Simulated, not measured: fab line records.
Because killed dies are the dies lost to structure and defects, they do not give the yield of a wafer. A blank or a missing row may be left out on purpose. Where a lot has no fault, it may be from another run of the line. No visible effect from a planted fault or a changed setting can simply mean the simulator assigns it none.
fab line records | flow sky130 | part 1 of 2: steps 1 to 29 of 40
[record] lots = 5 wafers = 15 last_day = 50
route steps=708 shown METAL1@437 VIA1@458
lots untouched by any fault: they come from a run of this same line in which no faults occurred
start_h: hours from the record's opening day to when the first of the lot's shown wafers began | wait_h: how many hours have passed since the lot's step before this one | " as in the row above | L1.1+2: one row covering several wafers at once | - value missing, or start not given | * or withheld: withheld | < > ~ a bound
route shown NAME@n: a module of which the file shows steps, and the number in the route of the first | usual: the fault-free wafers' mean and standard deviation | same: alike in all rows | chamber/n: place in a boat | sites: the reading at each site | _std_site: the standard deviation of these | _edge_site: the outer-site mean with the inner-site mean subtracted | radius_mm: for every site, how far away it sits from the centre of the wafer | mask NAME#n: copy n | behind: the most recent tool/chamber to have shaped the wafer | hold: the reason the lot was held/the length of the hold in hours/how it ended | device: transistor that didn't switch, given as n, p or np | end of line: tests run on the same wafers once the route is complete | for a step that has no rows: nothing shown but its recipe | killed: count of dies lost to structure and defects at first sort (not the wafer's yield) | map: dies across one wafer; x = killed, . = not, _ = none there
set.NAME: the run value of the setting; set.NAME@STEP: its run value at that earlier step | model.NAME: the simulator's own value behind a step, which no gauge read
lots at selected steps of the route; one table per step, one row per wafer
services: when a tool's chamber went out of use (start_h, in hours from the record's first day, below 0 if earlier), for how many hours, and the reason
[[steps]]
[step SKY_METAL1_SPUTTER_03]
[recipe] material = Ti target_thk_nm = 5 power_w = 3000 time_s = 3.3 chamber_pressure_pa = 0.4
[usual] throttle_valve_pct = 29.9/1
[same] time_s = 3.3
// columns lot.wafer tool chamber start_h wait_h throttle_valve_pct
L084.2 pvd_sputter-01 - 815.26 0.0 28.8
L084.3 " - " " 28.3
L084.5 " - " " 28.4
L088.2 pvd_sputter-01 - 848.04 0.0 28.6
L088.3 " - " " 30.2
L088.6 " - " " 30.1
L091.2 pvd_sputter-01 - 875.17 0.0 28.5
L091.3 " - " " 29.5
L091.5 " - " " 30.3
L092.1 pvd_sputter-03 - 881.00 0.0 31.0
L092.3 " - " " 28.6
L092.5 " - " " 29.7
L096.1 pvd_sputter-03 - 904.79 0.0 30.9
L096.5 " - " " 30.1
L096.6 " - " " 30.9
[step SKY_METAL1_SPUTTER_04]
[recipe] material = TiN target_thk_nm = 70 power_w = 6500 time_s = 58.3 chamber_pressure_pa = 0.4
[usual] throttle_valve_pct = 29.9/1
[same] time_s = 58.3
// columns lot.wafer tool chamber start_h wait_h throttle_valve_pct
L084.2 pvd_sputter-01 - 815.28 0.0 29.0
L084.3 " - " " 28.5
L084.5 " - " " 28.4
L088.2 pvd_sputter-01 - 848.06 0.0 28.5
L088.3 " - " " 30.1
L088.6 " - " " 30.3
L091.2 pvd_sputter-01 - 875.19 0.0 28.3
L091.3 " - " " 29.6
L091.5 " - " " 30.2
L092.1 pvd_sputter-03 - 881.02 0.0 30.7
L092.3 " - " " 28.4
L092.5 " - " " 29.9
L096.1 pvd_sputter-03 - 904.80 0.0 31.0
L096.5 " - " " 30.1
L096.6 " - " " 31.1
[step SKY_METAL1_RS_MEAS_05]
[recipe] thk_meas_gauge = four-point-probe reads = TiN_of_METAL1_SPUTTER_04+Ti_of_METAL1_SPUTTER_03+AlCu_of_METAL1_SPUTTER_02+TiN_of_METAL1_SPUTTER_01+Ti_of_METAL1_SPUTTER_00
[usual] METAL1_ALCU_RS = 0.1265/0.0011
// columns lot.wafer tool chamber start_h wait_h METAL1_ALCU_RS[ohm/sq]
L084.2 film_metro-03 - 815.35 0.0 0.1287
L084.3 " - " " 0.1280
L084.5 " - " " 0.1283
L088.2 film_metro-04 - 848.13 0.0 0.1274
L088.3 " - " " 0.1270
L088.6 " - " " 0.1270
L091.2 film_metro-03 - 875.26 0.0 0.1259
L091.3 " - " " 0.1266
L091.5 " - " " 0.1256
L092.1 film_metro-04 - 881.07 0.0 0.1264
L092.3 " - " " 0.1264
L092.5 " - " " 0.1263
L096.1 film_metro-03 - 904.85 0.0 0.1275
L096.5 " - " " 0.1256
L096.6 " - " " 0.1269
[step SKY_METAL1_THK_MEAS_06]
[recipe] thk_meas_gauge = xrf reads = AlCu_of_METAL1_SPUTTER_02
[usual] METAL1_ALCU_THK = 251.5/2.6
// columns lot.wafer tool chamber start_h wait_h METAL1_ALCU_THK[nm]
L084.2 film_metro-03 - 815.46 0.1 245.0
L084.3 " - " " 246.2
L084.5 " - " " 245.8
L088.2 film_metro-04 - 848.24 0.1 248.0
L088.3 " - " " 249.0
L088.6 " - " " 249.0
L091.2 film_metro-03 - 875.37 0.1 253.6
L091.3 " - " " 249.1
L091.5 " - " " 252.5
L092.1 film_metro-04 - 881.19 0.1 252.1
L092.3 " - " " 252.8
L092.5 " - " " 251.5
L096.1 film_metro-03 - 904.97 0.1 248.7
L096.5 " - " " 254.8
L096.6 " - " " 251.3
[step SKY_METAL1_DEHYDRATE_07]
[recipe] temp_c = 200 time_s = 60
[same] time_s = 60
// columns lot.wafer tool chamber start_h wait_h
L084.2+3+5 litho_track-01 0 826.68 11.2
L088.2+3+6 litho_track-02 0 859.66 11.4
L091.2+3+5 litho_track-02 0 887.11 11.7
L092.1+3+5 litho_track-01 0 893.80 12.6
L096.1+5+6 litho_track-03 0 916.41 11.4
[step SKY_METAL1_HMDS_08]
[recipe] prime_time_s = 60 prime_temp_c = 120
[usual] prime_temp_c = 120.01/0.15
// columns lot.wafer tool chamber start_h wait_h prime_temp_c
L084.2 litho_track-01 0 826.83 0.1 120.03
L084.3 " 0 " " 120.16
L084.5 " 0 " " 119.99
L088.2 litho_track-02 0 859.81 0.1 120.05
L088.3 " 0 " " 120.02
L088.6 " 0 " " 120.15
L091.2 litho_track-02 0 887.26 0.1 120.08
L091.3 " 0 " " 119.96
L091.5 " 0 " " 119.98
L092.1 litho_track-01 0 893.95 0.1 119.78
L092.3 " 0 " " 119.77
L092.5 " 0 " " 119.87
L096.1 litho_track-03 0 916.56 0.1 119.77
L096.5 " 0 " " 119.91
L096.6 " 0 " " 119.96
[step SKY_METAL1_COAT_09]
[recipe] resist = BARC temp_c = withheld time_s = withheld spin_rpm = 3000 resist_thk_nm = 60
// columns lot.wafer tool chamber start_h wait_h
L084.2+3+5 litho_track-01 0 826.98 0.1
L088.2+3+6 litho_track-02 0 859.96 0.1
L091.2+3+5 litho_track-02 0 887.41 0.1
L092.1+3+5 litho_track-01 0 894.10 0.1
L096.1+5+6 litho_track-03 0 916.71 0.1
[step SKY_METAL1_COAT_10]
[recipe] resist = KrF-thick spin_rpm = 3000 resist_thk_nm = 450
// columns lot.wafer tool chamber start_h wait_h
L084.2+3+5 litho_track-01 0 - -
L088.2+3+6 litho_track-02 0 - -
L091.2+3+5 litho_track-02 0 - -
L092.1+3+5 litho_track-01 0 - -
L096.1+5+6 litho_track-03 0 - -
[step SKY_METAL1_SOFTBAKE_11]
[recipe] temp_c = 100 time_s = 90 resist = KrF-thick
[same] time_s = 90
// columns lot.wafer tool chamber start_h wait_h
L084.2+3+5 litho_track-01 0 - -
L088.2+3+6 litho_track-02 0 - -
L091.2+3+5 litho_track-02 0 - -
L092.1+3+5 litho_track-01 0 - -
L096.1+5+6 litho_track-03 0 - -
[step SKY_METAL1_EXPOSE_12]
[recipe] mask_id = MM1 na = 0.8 source_shape = annular sigma_inner = 0.55 sigma_outer = 0.85 target_cd_nm = 140 dose_mj = 28
// columns lot.wafer tool chamber start_h wait_h mask
L084.2+3+5 krf_scanner-01 0 - - MM1#0
L088.2+3+6 krf_scanner-01 0 - - MM1#0
L091.2+3+5 krf_scanner-02 0 - - MM1#0
L092.1+3+5 krf_scanner-01 0 - - MM1#0
L096.1+5+6 krf_scanner-01 0 - - MM1#0
[step SKY_METAL1_PEB_13]
[recipe] peb_temp_c = withheld peb_time_s = withheld resist = KrF-thick
// columns lot.wafer tool chamber start_h wait_h
L084.2+3+5 litho_track-02 0 - -
L088.2+3+6 litho_track-02 0 - -
L091.2+3+5 litho_track-02 0 - -
L092.1+3+5 litho_track-01 0 - -
L096.1+5+6 litho_track-03 0 - -
[step SKY_METAL1_DEVELOP_14]
[recipe] develop_time_s = 60 resist = KrF-thick dev_temp_c = 21
// columns lot.wafer tool chamber start_h wait_h
L084.2+3+5 litho_track-02 0 - -
L088.2+3+6 litho_track-02 0 - -
L091.2+3+5 litho_track-02 0 - -
L092.1+3+5 litho_track-01 0 - -
L096.1+5+6 litho_track-03 0 - -
[step SKY_METAL1_CD_MEAS_15]
[recipe] target_cd_nm = 140
[usual] cd_nm = 141.0/1.5
// columns lot.wafer tool chamber start_h wait_h cd_nm
L084.2 cd_sem-01 - 840.51 - 140.5
L084.3 " - " " 139.4
L084.5 " - " " 141.2
L088.2 cd_sem-02 - 874.21 - 139.3
L088.3 " - " " 139.3
L088.6 " - " " 140.4
L091.2 cd_sem-02 - 901.01 - 141.9
L091.3 " - " " 144.5
L091.5 " - " " 142.9
L092.1 cd_sem-02 - 906.35 - 139.3
L092.3 " - " " 138.7
L092.5 " - " " 139.9
L096.1 cd_sem-01 - 929.96 - 141.2
L096.5 " - " " 141.6
L096.6 " - " " 140.8
[step SKY_METAL1_OVL_MEAS_16]
[usual] METAL1_OVL = 3/6.1
// columns lot.wafer tool chamber start_h wait_h METAL1_OVL[nm]
L084.2 overlay-02 - 840.61 0.1 13
L084.3 " - " " 15
L084.5 " - " " 8
L088.2 overlay-01 - 874.31 0.1 -4
L088.3 " - " " -4
L088.6 " - " " -1
L091.2 overlay-02 - 901.11 0.1 0
L091.3 " - " " 0
L091.5 " - " " -6
L092.1 overlay-02 - 906.47 0.1 6
L092.3 " - " " 7
L092.5 " - " " 4
L096.1 overlay-02 - 930.08 0.1 6
L096.5 " - " " -1
L096.6 " - " " -3
[step SKY_METAL1_DESCUM_17]
[recipe] chemistry = O2 source_power_w = 150 bias_power_w = 0 pressure_mtorr = 10 temp_c = 40 time_s = 8
[usual] drypump_motor_current_A = 5.4/0.37 oes_product_au = 1.002/0.0078
[same] time_s = 8
// columns lot.wafer tool chamber start_h wait_h drypump_motor_current_A oes_product_au rf_hours_counter_h
L084.2 rie_metal-04 0 840.64 0.0 5.9 1.002 8
L084.3 " 0 " " 5.9 1.006 -
L084.5 " 0 " " 5.9 1.001 -
L088.2 rie_metal-03 0 874.34 0.0 5.1 1.010 2
L088.3 " 0 " " 5.1 1.003 -
L088.6 " 0 " " 5.1 1.011 -
L091.2 rie_metal-04 1 901.14 0.0 5.7 0.991 17
L091.3 " 1 " " 5.7 0.999 -
L091.5 " 1 " " 5.7 0.989 -
L092.1 rie_metal-01 1 906.51 0.0 5.2 0.989 16
L092.3 " 1 " " 5.1 0.998 -
L092.5 " 1 " " 5.2 0.986 -
L096.1 rie_metal-03 1 930.12 0.0 5.0 1.006 14
L096.5 " 0 " " 5.1 1.000 -
L096.6 " 1 " " 4.9 1.008 -
[step SKY_METAL1_ETCH_18]
[recipe] chemistry = N2/H2 target = BARC ion_energy_ev = 200 bias_w = 100 pressure_mtorr = 30 n2_flow_sccm = 100 h2_flow_sccm = 200 icp_w = 500 stop_on = SiO2 time_s = 45.9 target_depth_a = 600
[usual] bias_w = 100.01/0.28 drypump_motor_current_A = 5.4/0.37 oes_product_au = 0.855/0.0047 throttle_valve_pct = 13.225/0.0096
[same] time_s = 45.9
// columns lot.wafer tool chamber start_h wait_h bias_w drypump_motor_current_A oes_product_au rf_hours_counter_h throttle_valve_pct
L084.2 rie_metal-04 0 840.68 0.0 99.92 5.9 0.851 8 13.206
L084.3 " 0 " " 100.04 5.9 0.853 - 13.225
L084.5 " 0 " " 99.94 5.9 0.857 - 13.232
L088.2 rie_metal-03 0 874.38 0.0 99.55 5.1 0.850 2 13.230
L088.3 " 0 " " 99.65 5.1 0.854 - 13.218
L088.6 " 0 " " 99.86 5.1 0.850 - 13.228
L091.2 rie_metal-04 1 901.18 0.0 99.61 5.7 0.848 17 13.238
L091.3 " 1 " " 99.52 5.7 0.844 - 13.220
L091.5 " 1 " " 100.01 5.7 0.858 - 13.213
L092.1 rie_metal-01 1 906.54 0.0 100.52 5.2 0.859 16 13.223
L092.3 " 1 " " 99.68 5.2 0.856 - 13.221
L092.5 " 1 " " 99.90 5.1 0.854 - 13.244
L096.1 rie_metal-03 1 930.15 0.0 100.44 4.9 0.850 14 13.224
L096.5 " 0 " " 99.72 5.1 0.857 - 13.225
L096.6 " 1 " " 100.20 5.0 0.855 - 13.230
[step SKY_METAL1_METAL_ETCH_19]
[recipe] target_depth_a = 3600 stop_on = SiO2 over_etch_frac = 0.3 time_s = 78 chemistry = Cl2/BCl3 resist_sidewall_deg = 88 pressure_mtorr = 10 icp_w = 900 bias_w = 48.5 Cl2_flow_sccm = 60 bcl3_flow_sccm = 30
[usual] bcl3_flow_sccm = 29.98/0.088 bias_w = 48.48/0.14 drypump_motor_current_A = 5.4/0.37 oes_product_au = 0.856/0.0046 throttle_valve_pct = 22.263/0.0086
[same] time_s = 78
// columns lot.wafer tool chamber start_h wait_h bcl3_flow_sccm bias_w drypump_motor_current_A oes_product_au rf_hours_counter_h throttle_valve_pct
L084.2 rie_metal-04 0 840.74 0.0 30.17 48.59 5.9 0.851 8 22.248
L084.3 " 0 " " 30.09 48.55 5.9 0.861 - 22.262
L084.5 " 0 " " 29.99 48.41 5.9 0.858 - 22.267
L088.2 rie_metal-03 0 874.44 0.0 29.81 48.63 5.1 0.854 2 22.269
L088.3 " 0 " " 29.93 48.43 5.1 0.859 - 22.274
L088.6 " 0 " " 29.77 48.82 5.1 0.860 - 22.263
L091.2 rie_metal-04 1 901.24 0.0 30.01 48.52 5.7 0.855 17 22.273
L091.3 " 1 " " 29.99 48.76 5.7 0.861 - 22.264
L091.5 " 1 " " 29.93 48.54 5.7 0.856 - 22.264
L092.1 rie_metal-01 1 906.61 0.0 30.17 48.26 5.1 0.855 16 22.272
L092.3 " 1 " " 30.12 48.35 5.1 0.852 - 22.253
L092.5 " 1 " " 30.14 48.48 5.1 0.856 - 22.267
L096.1 rie_metal-03 1 930.21 0.0 30.06 48.60 5.0 0.856 14 22.263
L096.5 " 0 " " 30.06 48.38 5.1 0.861 - 22.256
L096.6 " 1 " " 30.02 48.62 4.9 0.849 - 22.257
[step SKY_METAL1_STRIP_20]
[recipe] chemistry = O2/N2 power_w = 1400 pressure_mtorr = 1500 platen_temp_c = withheld o2_flow_sccm = 3000 n2_flow_sccm = 300 overash_fraction = 0.5
[usual] drypump_motor_current_A = 5.9/0.49 oes_product_au = 0.343/0.0046 strip_time_to_endpoint_s = 2.69/0.035
[same] overash_fraction = 0.5
// columns lot.wafer tool chamber start_h wait_h drypump_motor_current_A oes_product_au rf_hours_counter_h strip_time_to_endpoint_s
L084.2 plasma_asher-01 0 840.83 0.1 5.3 0.344 106 2.72
L084.3 " 1 " " 5.7 0.341 - 2.70
L084.5 " 0 " " 5.3 0.341 - 2.72
L088.2 plasma_asher-02 1 874.53 0.1 5.5 0.345 70 2.70
L088.3 " 0 " " 6.6 0.352 - 2.70
L088.6 " 1 " " 5.5 0.344 - 2.68
L091.2 plasma_asher-02 1 901.33 0.1 5.5 0.339 73 2.70
L091.3 " 1 " " 5.4 0.348 - 2.69
L091.5 " 0 " " 6.6 0.352 - 2.69
L092.1 plasma_asher-01 1 906.70 0.1 5.8 0.339 113 2.70
L092.3 " 0 " " 5.3 0.345 - 2.75
L092.5 " 1 " " 5.8 0.345 - 2.69
L096.1 plasma_asher-02 0 930.30 0.1 6.6 0.347 76 2.68
L096.5 " 0 " " 6.6 0.350 - 2.68
L096.6 " 1 " " 5.4 0.346 - 2.69
[step SKY_METAL1_STRIP_21]
[recipe] chemistry = post_etch_residue_remover time_s = 1200 temp_c = 72.5
[same] time_s = 1200
// columns lot.wafer tool chamber start_h wait_h
L084.2+3+5 wet_bench-02 1 840.93 0.1
L088.2+3+6 wet_bench-03 3 874.63 0.1
L091.2+3+5 wet_bench-04 2 901.43 0.1
L092.1+3+5 wet_bench-02 2 906.80 0.1
L096.1+5+6 wet_bench-02 2 930.40 0.1
[step SKY_METAL1_CLEAN_22]
[recipe] chemistry = IPA time_s = 180 temp_c = 25
[same] time_s = 180
// columns lot.wafer tool chamber start_h wait_h
L084.2+3+5 wet_bench-04 3 841.30 0.0
L088.2+3+6 wet_bench-02 1 875.00 0.0
L091.2+3+5 wet_bench-03 2 901.80 0.0
L092.1+3+5 wet_bench-03 0 907.14 0.0
L096.1+5+6 wet_bench-02 1 930.78 0.0
[step SKY_METAL1_CLEAN_23]
[recipe] chemistry = O3/DIW dry = n2_spin
// columns lot.wafer tool chamber start_h wait_h
L084.2+3+5 wet_bench-03 2 841.36 0.0
L088.2+3+6 wet_bench-03 3 875.06 0.0
L091.2+3+5 wet_bench-04 3 901.86 0.0
L092.1+3+5 wet_bench-04 2 907.20 0.0
L096.1+5+6 wet_bench-02 2 930.84 0.0
[step SKY_VIA1_HDPCVD_00]
[recipe] material = SiO2 target_thk_nm = 1030 sigma_open_frac = 0.3 time_s = 171.7 temp_c = 400 sih4_flow_sccm = 60 pressure_mtorr = 6
[usual] pressure_mtorr = 6.000/0.011 sih4_flow_sccm = 60.04/0.16 susceptor_temp_C = 400.01/0.23
[same] time_s = 171.7
// columns lot.wafer tool chamber start_h wait_h pressure_mtorr sih4_flow_sccm susceptor_temp_C
L084.2 hdpcvd-02 1 841.45 0.0 5.988 59.93 399.89
L084.3 " 2 " " 5.969 60.21 399.88
L084.5 " 2 " " 6.001 60.19 399.81
L088.2 hdpcvd-02 1 875.16 0.0 5.998 59.85 400.53
L088.3 " 0 " " 5.984 59.76 400.08
L088.6 " 1 " " 5.990 60.11 400.34
L091.2 hdpcvd-01 1 901.96 0.0 5.998 60.11 399.89
L091.3 " 0 " " 6.007 59.98 399.71
L091.5 " 0 " " 5.992 59.92 400.22
L092.1 hdpcvd-02 0 907.30 0.0 6.005 59.87 400.05
L092.3 " 1 " " 5.994 60.14 399.88
L092.5 " 0 " " 5.983 60.02 399.99
L096.1 hdpcvd-01 0 930.94 0.0 5.989 59.74 399.99
L096.5 " 1 " " 5.990 59.88 400.22
L096.6 " 0 " " 6.019 60.22 399.79
[step SKY_VIA1_THK_MEAS_01]
[recipe] reads = SiO2_of_VIA1_HDPCVD_00
[usual] VIA1_HDPCVD_THK = 1031/9.1
// columns lot.wafer tool chamber start_h wait_h VIA1_HDPCVD_THK[nm]
L084.2 film_metro-03 - 841.57 0.1 1028
L084.3 " - " " 1038
L084.5 " - " " 1030
L088.2 film_metro-01 - 875.28 0.1 1020
L088.3 " - " " 1019
L088.6 " - " " 1021
L091.2 film_metro-02 - 902.08 0.1 1032
L091.3 " - " " 1021
L091.5 " - " " 1023
L092.1 film_metro-01 - 907.41 0.1 1029
L092.3 " - " " 1025
L092.5 " - " " 1032
L096.1 film_metro-02 - 931.05 0.1 1039
L096.5 " - " " 1040
L096.6 " - " " 1039
[step SKY_VIA1_CMP_02]
[recipe] material = SiO2 down_force_psi = 4 platen_rpm = 60 pad_velocity_m_s = 0.94248
[usual] motor_current_A = 12.3/1.4
// columns lot.wafer tool chamber start_h wait_h motor_current_A
L084.2 cmp-02 1 841.87 0.3 10.2
L084.3 " 3 " " 11.1
L084.5 " 0 " " 12.9
L088.2 cmp-01 0 875.33 0.0 14.3
L088.3 " 3 " " 12.8
L088.6 " 1 " " 10.9
L091.3 cmp-02 0 902.18 0.1 13.7
L091.2 " 2 " " 14.3
L091.5 " 3 " " 11.2
L092.3 cmp-02 1 907.52 0.1 10.2
L092.1 " 2 " " 14.2
L092.5 " 0 " " 12.7
L096.1 cmp-01 1 931.11 0.1 12.1
L096.6 " 1 " " 10.9
L096.5 " 2 " " 11.3
[step SKY_VIA1_BOW_MEAS_03]
[recipe] mode = bow
[usual] VIA1_BOW = 81/7.3
// columns lot.wafer tool chamber start_h wait_h VIA1_BOW[um]
L084.2 film_metro-01 - 842.14 0.2 86
L084.3 " - " " 79
L084.5 " - " " 83
L088.2 film_metro-03 - 875.65 0.3 76
L088.3 " - " " 71
L088.6 " - " " 72
L091.2 film_metro-01 - 902.45 0.1 76
L091.3 " - " " 80
L091.5 " - " " 68
L092.1 film_metro-01 - 907.77 0.1 81
L092.3 " - " " 86
L092.5 " - " " 83
L096.1 film_metro-03 - 931.41 0.2 85
L096.5 " - " " 87
L096.6 " - " " 75
[step SKY_VIA1_DEHYDRATE_04]
[recipe] temp_c = 200 time_s = 60
[same] time_s = 60
// columns lot.wafer tool chamber start_h wait_h
L084.2+3+5 litho_track-01 0 854.03 11.9
L088.2+3+6 litho_track-04 0 887.64 12.0
L091.2+3+5 litho_track-04 0 913.64 11.2
L092.1+3+5 litho_track-02 0 919.84 12.1
L096.1+5+6 litho_track-02 0 943.24 11.8
[step SKY_VIA1_HMDS_05]
[recipe] prime_time_s = 60 prime_temp_c = 120
[usual] prime_temp_c = 120.04/0.14
// columns lot.wafer tool chamber start_h wait_h prime_temp_c
L084.2 litho_track-01 0 854.18 0.1 120.11
L084.3 " 0 " " 120.13
L084.5 " 0 " " 120.05
L088.2 litho_track-04 0 887.79 0.1 120.13
L088.3 " 0 " " 120.11
L088.6 " 0 " " 119.93
L091.2 litho_track-04 0 913.79 0.1 120.06
L091.3 " 0 " " 120.04
L091.5 " 0 " " 120.16
L092.1 litho_track-02 0 919.99 0.1 120.33
L092.3 " 0 " " 120.11
L092.5 " 0 " " 120.08
L096.1 litho_track-02 0 943.39 0.1 120.17
L096.5 " 0 " " 120.15
L096.6 " 0 " " 120.32
[step SKY_VIA1_COAT_06]
[recipe] resist = BARC temp_c = withheld time_s = withheld spin_rpm = 3000 resist_thk_nm = 60
// columns lot.wafer tool chamber start_h wait_h
L084.2+3+5 litho_track-01 0 854.33 0.1
L088.2+3+6 litho_track-04 0 887.94 0.1
L091.2+3+5 litho_track-04 0 913.94 0.1
L092.1+3+5 litho_track-02 0 920.14 0.1
L096.1+5+6 litho_track-02 0 943.54 0.1
[step SKY_VIA1_COAT_07]
[recipe] resist = KrF-thick spin_rpm = 3000 resist_thk_nm = 450
// columns lot.wafer tool chamber start_h wait_h
L084.2+3+5 litho_track-01 0 - -
L088.2+3+6 litho_track-04 0 - -
L091.2+3+5 litho_track-04 0 - -
L092.1+3+5 litho_track-02 0 - -
L096.1+5+6 litho_track-02 0 - -
